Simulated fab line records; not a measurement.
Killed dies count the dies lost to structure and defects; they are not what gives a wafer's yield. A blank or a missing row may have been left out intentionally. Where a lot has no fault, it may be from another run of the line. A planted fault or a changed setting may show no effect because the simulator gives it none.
Struck lot and sound lot, side by side    flow sky130    17 steps out of a route of 708
Sound: these wafers, L639.2, L639.4, L639.6. Wafers struck: L644.3, L644.4, L644.5. The cause is named last.
Order at every step that has rows: each side's tool, ch and its chambers, its first start. Under that, the readings that differ: sound wafers    struck wafers    difference of the means    sigmas: that difference in standard deviations of wafers without a fault.
alike: readings whose means differ by less than 2 such deviations, and words and numbers that are the same on both sides. not compared: withheld readings, readings that some wafer has no value for, bounds like >300 that may hide the same value, and numbers for which the record gives no deviation and whose values overlap.
Wherever a step has rows on one side only, a row that says differs or no value, or a row with sigmas, the two part there. When numbers do not overlap yet have no deviation, they are printed without sigmas and do not part them. Lack of a reading on every wafer of one side parts them only where that side has two or more wafers.

first, 2 steps without rows for these wafers: SKY_CONTACT_PEB_12; SKY_CONTACT_DEVELOP_13 (develop time 60 s).
SKY_CONTACT_CD_MEAS_14 targets a cd of 170 nm.
  sound on cd_sem-02 at day 33 09:20; struck on cd_sem-02 at day 35 09:10
  alike: cd_nm
SKY_CONTACT_OVL_MEAS_15:
  sound on overlay-01 at day 33 09:26; struck on overlay-01 at day 35 09:16
  alike: CONTACT_OVL
SKY_CONTACT_ETCH_16: etches BARC in N2/H2, stops on SiO2, time 45.9 s, target depth 60 nm.
  sound on rie_diel-01 ch 0,1,3, day 33 09:28; struck on rie_diel-03 ch 0,2,3, day 35 09:17
  alike: drypump_motor_current_A, oes_product_au, rf_fwd_power_W, throttle_valve_pct
  not compared: rf_hours_counter_h
then, 1 step without rows for these wafers: SKY_CONTACT_ETCH_17 (etches SiO2 in C4F8/O2/Ar, stops on Si3N4, target depth 340 nm).
SKY_CONTACT_ETCH_18: etches Si3N4 in CHF3/O2, stops on TiN, time 39 s, target depth 75 nm.
  sound: rie_diel-01 ch 0,1,3; struck: rie_diel-03 ch 0,2,3
  alike: drypump_motor_current_A, oes_product_au, rf_fwd_power_W, throttle_valve_pct
  not compared: rf_hours_counter_h
SKY_CONTACT_STRIP_19: strips in O2/N2.
  sound on plasma_asher-02 ch 0,1, day 33 09:36; struck on plasma_asher-02 ch 0,1, day 35 09:27
  alike: drypump_motor_current_A, oes_product_au, strip_time_to_endpoint_s
  not compared: rf_hours_counter_h
then, 3 steps without rows for these wafers: SKY_CONTACT_STRIP_20 (strips in post etch residue remover, time 1200 s); SKY_CONTACT_CLEAN_21 (cleans in IPA, time 180 s); SKY_CONTACT_CLEAN_22 (cleans in O3/DIW).
SKY_CONTACT_SPUTTER_23: material TiN, target thk 20 nm, time 80 s.
  sound on pvd_sputter-02 at day 33 10:11; struck on pvd_sputter-01 at day 35 10:01
  alike: chamber_pressure_pa, throttle_valve_pct
SKY_CONTACT_CVD_24: deposits W, target thk 340 nm, time 102.12 s.
  sound on cvd_w-01 ch 0,1, day 33 10:16; struck on cvd_w-02 ch 0,1, day 35 10:07
reading                                sound              struck             difference  sigmas
model.W_of_CONTACT_CVD_24.thk_nm (nm)  340.8 342.6 339.9  483.7 484.4 481.7  +142.2      
  alike: heater_power_outer_w, heater_power_w
SKY_CONTACT_RS_MEAS_25: the measuring method here is four-point-probe.
  sound on film_metro-01 at day 33 10:23; struck on film_metro-01 at day 35 10:13
reading                sound              struck             difference  sigmas
CONTACT_W_RS (ohm/sq)  0.338 0.335 0.338  0.237 0.237 0.238  -0.100      -30
SKY_CONTACT_THK_MEAS_26: measures by xrf.
  sound on film_metro-01 at day 33 10:30; struck on film_metro-01 at day 35 10:19
reading             sound        struck       difference  sigmas
CONTACT_W_THK (nm)  352 354 351  498 502 501  +148        +34
SKY_CONTACT_CMP_27: polishes, stops on SiO2, t overpolish 15 s, target thk 0 nm.
  sound on cmp-01 ch 1,2,3, day 33 10:39; struck on cmp-01 ch 0,3, day 35 10:22
reading                 sound     struck       difference  sigmas
time_to_endpoint_s (s)  85 84 85  119 120 119  +35         +11
  alike: edge_zone_pressure_frac, head_pressure_psi, motor_current_A, platen_rpm
SKY_METAL1_SPUTTER_00: material Ti, target thk 15 nm, time 10 s.
  sound on pvd_sputter-03 at day 33 10:51; struck on pvd_sputter-02 at day 35 10:40
  alike: chamber_pressure_pa, throttle_valve_pct

== WHERE THEY PART ==
Earliest at SKY_CONTACT_RS_MEAS_25; latest, in this record, at SKY_CONTACT_CMP_27. Later steps at which nothing parts them and some readings are alike: SKY_METAL1_SPUTTER_00.

WHY: what the simulator had put in
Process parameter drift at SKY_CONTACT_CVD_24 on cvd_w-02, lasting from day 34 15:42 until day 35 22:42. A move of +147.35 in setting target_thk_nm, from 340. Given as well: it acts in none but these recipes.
